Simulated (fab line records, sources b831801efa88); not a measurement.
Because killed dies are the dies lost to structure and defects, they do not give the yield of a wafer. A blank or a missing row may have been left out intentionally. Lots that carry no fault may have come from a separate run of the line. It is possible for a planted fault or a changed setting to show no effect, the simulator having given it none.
Which tool was responsible? || flow gf180mcu || 42 wafers from 14 lots sampled at 5 of the route's 602 steps

## WHAT THE GAUGES READ, wafer by wafer
GF_VT_IMPLANT_TW_MEAS_10. Usual: VT_IMPLANT_TW typically reads 563, with standard deviation 4.4.
{"lot": "L864", "measured": "day 5 15:55", "on": "film-metro-04", "VT_IMPLANT_TW": "570 570 570", "flag": ""}
{"lot": "L865", "measured": "day 5 22:55", "on": "film-metro-04", "VT_IMPLANT_TW": "569 573 571", "flag": ""}
{"lot": "L866", "measured": "day 6 03:12", "on": "film-metro-04", "VT_IMPLANT_TW": "567 565 563", "flag": ""}
{"lot": "L867", "measured": "day 6 09:13", "on": "film-metro-01", "VT_IMPLANT_TW": "560 562 561", "flag": ""}
{"lot": "L868", "measured": "day 6 15:34", "on": "film-metro-02", "VT_IMPLANT_TW": "563 561 559", "flag": ""}
{"lot": "L869", "measured": "day 6 22:42", "on": "film-metro-02", "VT_IMPLANT_TW": "564 562 564", "flag": ""}
{"lot": "L871", "measured": "day 7 10:31", "on": "film-metro-02", "VT_IMPLANT_TW": "564 565 565", "flag": ""}
{"lot": "L874", "measured": "day 8 03:10", "on": "film-metro-02", "VT_IMPLANT_TW": "561 561 562", "flag": ""}
{"lot": "L875", "measured": "day 8 11:01", "on": "film-metro-02", "VT_IMPLANT_TW": "560 562 561", "flag": ""}
{"lot": "L876", "measured": "day 8 17:07", "on": "film-metro-01", "VT_IMPLANT_TW": "561 559 557", "flag": ""}
{"lot": "L879", "measured": "day 9 12:13", "on": "film-metro-04", "VT_IMPLANT_TW": "570 569 568", "flag": ""}
{"lot": "L880", "measured": "day 9 17:49", "on": "film-metro-01", "VT_IMPLANT_TW": "561 563 562", "flag": ""}
{"lot": "L881", "measured": "day 10 01:47", "on": "film-metro-01", "VT_IMPLANT_TW": "560 557 558", "flag": ""}
{"lot": "L882", "measured": "day 10 05:05", "on": "film-metro-01", "VT_IMPLANT_TW": "560 561 558", "flag": ""}

GF_VT_IMPLANT_TW_MEAS_21. Usual: VT_IMPLANT_2_TW typically reads 1215, with standard deviation 11.
{"lot": "L864", "measured": "day 6 06:37", "on": "film-metro-02", "VT_IMPLANT_2_TW": "1212 1211 1216", "flag": ""}
{"lot": "L865", "measured": "day 6 13:17", "on": "film-metro-01", "VT_IMPLANT_2_TW": "1214 1217 1208", "flag": ""}
{"lot": "L866", "measured": "day 6 18:33", "on": "film-metro-04", "VT_IMPLANT_2_TW": "1223 1222 1220", "flag": ""}
{"lot": "L867", "measured": "day 7 00:44", "on": "film-metro-01", "VT_IMPLANT_2_TW": "1203 1203 1205", "flag": ""}
{"lot": "L868", "measured": "day 7 07:22", "on": "film-metro-01", "VT_IMPLANT_2_TW": "1206 1205 1213", "flag": ""}
{"lot": "L869", "measured": "day 7 13:38", "on": "film-metro-04", "VT_IMPLANT_2_TW": "1237 1231 1227", "flag": ""}
{"lot": "L871", "measured": "day 8 02:31", "on": "film-metro-01", "VT_IMPLANT_2_TW": "1200 1199 1206", "flag": ""}
{"lot": "L874", "measured": "day 8 19:55", "on": "film-metro-01", "VT_IMPLANT_2_TW": "1203 1201 1202", "flag": ""}
{"lot": "L875", "measured": "day 9 04:46", "on": "film-metro-04", "VT_IMPLANT_2_TW": "1224 1223 1229", "flag": ""}
{"lot": "L876", "measured": "day 9 09:58", "on": "film-metro-04", "VT_IMPLANT_2_TW": "1226 1227 1228", "flag": ""}
{"lot": "L879", "measured": "day 10 05:23", "on": "film-metro-01", "VT_IMPLANT_2_TW": "815 818 824 821 819 816", "flag": "OFF"}
{"lot": "L880", "measured": "day 10 11:55", "on": "film-metro-04", "VT_IMPLANT_2_TW": "1236 1230 1229", "flag": ""}
{"lot": "L881", "measured": "day 10 19:59", "on": "film-metro-01", "VT_IMPLANT_2_TW": "812 812 811 810 810 812", "flag": "OFF"}
{"lot": "L882", "measured": "day 10 22:59", "on": "film-metro-04", "VT_IMPLANT_2_TW": "829 828 827 824 826 829", "flag": "OFF"}

GF_VT_IMPLANT_RS_MEAS_46: uses a four-point probe to measure. Usual: MVSD_RS typically reads 457.2 ohm/sq, with standard deviation 1.1.
{"lot": "L864", "measured": "day 7 13:28", "on": "film-metro-01", "MVSD_RS (ohm/sq)": "457.0 457.0 457.0", "flag": ""}
{"lot": "L865", "measured": "day 7 19:50", "on": "film-metro-01", "MVSD_RS (ohm/sq)": "458.3 458.2 458.3", "flag": ""}
{"lot": "L866", "measured": "day 8 02:25", "on": "film-metro-02", "MVSD_RS (ohm/sq)": "455.1 456.6 456.9", "flag": ""}
{"lot": "L867", "measured": "day 8 08:34", "on": "film-metro-03", "MVSD_RS (ohm/sq)": "457.8 457.9 456.4", "flag": ""}
{"lot": "L868", "measured": "day 8 16:04", "on": "film-metro-01", "MVSD_RS (ohm/sq)": "458.9 457.8 458.5", "flag": ""}
{"lot": "L869", "measured": "day 8 22:40", "on": "film-metro-03", "MVSD_RS (ohm/sq)": "458.3 458.2 458.0", "flag": ""}
{"lot": "L871", "measured": "day 9 12:43", "on": "film-metro-01", "MVSD_RS (ohm/sq)": "458.4 458.9 458.1", "flag": ""}
{"lot": "L874", "measured": "day 10 07:49", "on": "film-metro-02", "MVSD_RS (ohm/sq)": "455.4 456.2 455.7", "flag": ""}
{"lot": "L875", "measured": "day 10 15:23", "on": "film-metro-03", "MVSD_RS (ohm/sq)": "458.5 457.0 456.7", "flag": ""}
{"lot": "L876", "measured": "day 10 22:32", "on": "film-metro-02", "MVSD_RS (ohm/sq)": "458.6 458.5 458.6", "flag": ""}
{"lot": "L879", "measured": "day 11 19:07", "on": "film-metro-03", "MVSD_RS (ohm/sq)": "457.6 456.8 456.6", "flag": ""}
{"lot": "L880", "measured": "day 12 01:58", "on": "film-metro-02", "MVSD_RS (ohm/sq)": "456.5 456.5 456.0", "flag": ""}
{"lot": "L881", "measured": "day 12 09:50", "on": "film-metro-01", "MVSD_RS (ohm/sq)": "459.6 459.2 456.6", "flag": ""}
{"lot": "L882", "measured": "day 12 13:38", "on": "film-metro-03", "MVSD_RS (ohm/sq)": "456.2 456.4 456.2", "flag": ""}

GF_POLY_GATE_THK_MEAS_01. Usual: POLY_GATE_CVD_00_THK typically reads 199.9 nm, with standard deviation 1.8.
{"lot": "L864", "measured": "day 8 11:53", "on": "film-metro-04", "POLY_GATE_CVD_00_THK (nm)": "200.6 200.3 199.4", "flag": ""}
{"lot": "L865", "measured": "day 8 17:43", "on": "film-metro-01", "POLY_GATE_CVD_00_THK (nm)": "197.4 196.0 197.3", "flag": ""}
{"lot": "L866", "measured": "day 9 01:40", "on": "film-metro-04", "POLY_GATE_CVD_00_THK (nm)": "198.6 196.9 197.4", "flag": ""}
{"lot": "L867", "measured": "day 9 06:14", "on": "film-metro-04", "POLY_GATE_CVD_00_THK (nm)": "202.7 203.3 202.2", "flag": ""}
{"lot": "L868", "measured": "day 9 14:43", "on": "film-metro-03", "POLY_GATE_CVD_00_THK (nm)": "201.0 201.2 199.3", "flag": ""}
{"lot": "L869", "measured": "day 9 21:13", "on": "film-metro-01", "POLY_GATE_CVD_00_THK (nm)": "202.4 202.2 202.2", "flag": ""}
{"lot": "L871", "measured": "day 10 13:59", "on": "film-metro-03", "POLY_GATE_CVD_00_THK (nm)": "200.9 201.6 200.9", "flag": ""}
{"lot": "L874", "measured": "day 11 08:02", "on": "film-metro-01", "POLY_GATE_CVD_00_THK (nm)": "198.6 199.3 199.0", "flag": ""}
{"lot": "L875", "measured": "day 11 15:28", "on": "film-metro-03", "POLY_GATE_CVD_00_THK (nm)": "202.5 201.4 203.4", "flag": ""}
{"lot": "L876", "measured": "day 11 22:08", "on": "film-metro-04", "POLY_GATE_CVD_00_THK (nm)": "198.1 198.4 198.4", "flag": ""}
{"lot": "L879", "measured": "day 12 20:44", "on": "film-metro-01", "POLY_GATE_CVD_00_THK (nm)": "201.8 202.0 200.9", "flag": ""}
{"lot": "L880", "measured": "day 13 03:04", "on": "film-metro-04", "POLY_GATE_CVD_00_THK (nm)": "199.4 202.6 200.0", "flag": ""}
{"lot": "L881", "measured": "day 13 10:33", "on": "film-metro-04", "POLY_GATE_CVD_00_THK (nm)": "199.7 198.6 200.5", "flag": ""}
{"lot": "L882", "measured": "day 13 15:57", "on": "film-metro-03", "POLY_GATE_CVD_00_THK (nm)": "197.8 201.2 199.4", "flag": ""}

## WHAT TOOL EACH LOT RAN ON (gives the tool, then ch and the chambers of the sampled wafers, and finally the start)
{"lot": "L864", "GF_VT_IMPLANT_IMPLANT_19": "implanter-02 ch 0, day 6 06:22"}
{"lot": "L865", "GF_VT_IMPLANT_IMPLANT_19": "implanter-03 ch 0, day 6 13:03"}
{"lot": "L866", "GF_VT_IMPLANT_IMPLANT_19": "implanter-03 ch 0, day 6 18:17"}
{"lot": "L867", "GF_VT_IMPLANT_IMPLANT_19": "implanter-04 ch 0, day 7 00:30"}
{"lot": "L868", "GF_VT_IMPLANT_IMPLANT_19": "implanter-03 ch 0, day 7 07:07"}
{"lot": "L869", "GF_VT_IMPLANT_IMPLANT_19": "implanter-03 ch 0, day 7 13:25"}
{"lot": "L871", "GF_VT_IMPLANT_IMPLANT_19": "implanter-02 ch 0, day 8 02:16"}
{"lot": "L874", "GF_VT_IMPLANT_IMPLANT_19": "implanter-03 ch 0, day 8 19:40"}
{"lot": "L875", "GF_VT_IMPLANT_IMPLANT_19": "implanter-03 ch 0, day 9 04:31"}
{"lot": "L876", "GF_VT_IMPLANT_IMPLANT_19": "implanter-02 ch 0, day 9 09:43"}
{"lot": "L879", "GF_VT_IMPLANT_IMPLANT_19": "implanter-02 ch 0, day 10 05:09"}
{"lot": "L880", "GF_VT_IMPLANT_IMPLANT_19": "implanter-03 ch 0, day 10 11:40"}
{"lot": "L881", "GF_VT_IMPLANT_IMPLANT_19": "implanter-02 ch 0, day 10 19:46"}
{"lot": "L882", "GF_VT_IMPLANT_IMPLANT_19": "implanter-02 ch 0, day 10 22:46"}
- GF_VT_IMPLANT_IMPLANT_19

## WHAT THE TOOLS THEMSELVES READ (means of the sampled wafers that have a number; where no wafer has one, the mark that the record gives instead)
GF_VT_IMPLANT_IMPLANT_19. Usual: dose-ions-cm2 4.35e+12, standard deviation 4.9e+09; faraday-current-uA 24.5, standard deviation 0.5.
{"lot": "L864", "tool": "implanter-02", "dose-ions-cm2": 4.35e+12, "faraday-current-uA": 24.4, "flag": ""}
{"lot": "L865", "tool": "implanter-03", "dose-ions-cm2": 4.36e+12, "faraday-current-uA": 24.2, "flag": ""}
{"lot": "L866", "tool": "implanter-03", "dose-ions-cm2": 4.35e+12, "faraday-current-uA": 24.3, "flag": ""}
{"lot": "L867", "tool": "implanter-04", "dose-ions-cm2": 4.36e+12, "faraday-current-uA": 24.1, "flag": ""}
{"lot": "L868", "tool": "implanter-03", "dose-ions-cm2": 4.35e+12, "faraday-current-uA": 24.3, "flag": ""}
{"lot": "L869", "tool": "implanter-03", "dose-ions-cm2": 4.34e+12, "faraday-current-uA": 25.1, "flag": ""}
{"lot": "L871", "tool": "implanter-02", "dose-ions-cm2": 4.35e+12, "faraday-current-uA": 24.2, "flag": ""}
{"lot": "L874", "tool": "implanter-03", "dose-ions-cm2": 4.35e+12, "faraday-current-uA": 24.3, "flag": ""}
{"lot": "L875", "tool": "implanter-03", "dose-ions-cm2": 4.34e+12, "faraday-current-uA": 24.5, "flag": ""}
{"lot": "L876", "tool": "implanter-02", "dose-ions-cm2": 4.35e+12, "faraday-current-uA": 24.7, "flag": ""}
{"lot": "L879", "tool": "implanter-02", "dose-ions-cm2": 1.27e+12, "faraday-current-uA": 7.1, "flag": "OFF"}
{"lot": "L880", "tool": "implanter-03", "dose-ions-cm2": 4.36e+12, "faraday-current-uA": 24.7, "flag": ""}
{"lot": "L881", "tool": "implanter-02", "dose-ions-cm2": 1.26e+12, "faraday-current-uA": 7.1, "flag": "OFF"}
{"lot": "L882", "tool": "implanter-02", "dose-ions-cm2": 1.27e+12, "faraday-current-uA": 7.1, "flag": "OFF"}

## THE ANSWER, worked out from the rows above alone
Rule: a lot counts as off when the mean over its wafers that have a number is more than 3 standard deviations away from the usual mean. A lot without any number at a reading at which 4 lots or more have one is off too. Any other lot the step has rows for is counted as sound. Order of review: gauges by route order, followed by the tools' own readings, for which a lot's mean as printed above is used. At the first step where some lot is off, the reading lying furthest off is the one used; lots without a number count as furthest.
Off: L879, L881, L882, seen at GF_VT_IMPLANT_TW_MEAS_21 (VT_IMPLANT_2_TW).
If a tool, at a process step before that reading, ran all the lots that are off and no sound lot after the first of them, it fits. Not tried: the gauges at GF_VT_IMPLANT_TW_MEAS_21; whatever is off there is also off at GF_VT_IMPLANT_IMPLANT_19, on other tools, and gauge error can't account for it. One fits: GF_VT_IMPLANT_IMPLANT_19 on implanter-02. A fault onset in the window from L876 (day 9 09:43, its last sound lot) to L879 (day 10 05:09, its first lot off) fits.
The tool's own readings at GF_VT_IMPLANT_IMPLANT_19 bear it out: on the lots that are off they differ by more than 5 times the standard deviation of the sound lots' means. dose-ions-cm2 reads 1.27e+12 there against 4.35e+12 on the sound lots; faraday-current-uA reads 7.1 there against 24.4 on the sound lots.

## WHAT WAS PUT IN BY THE SIMULATOR
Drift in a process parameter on implanter-02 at GF_VT_IMPLANT_IMPLANT_19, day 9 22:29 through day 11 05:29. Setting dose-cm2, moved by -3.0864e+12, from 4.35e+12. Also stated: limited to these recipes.
Struck lots among those shown: L879, L881, L882. This agrees with what the rule above found.
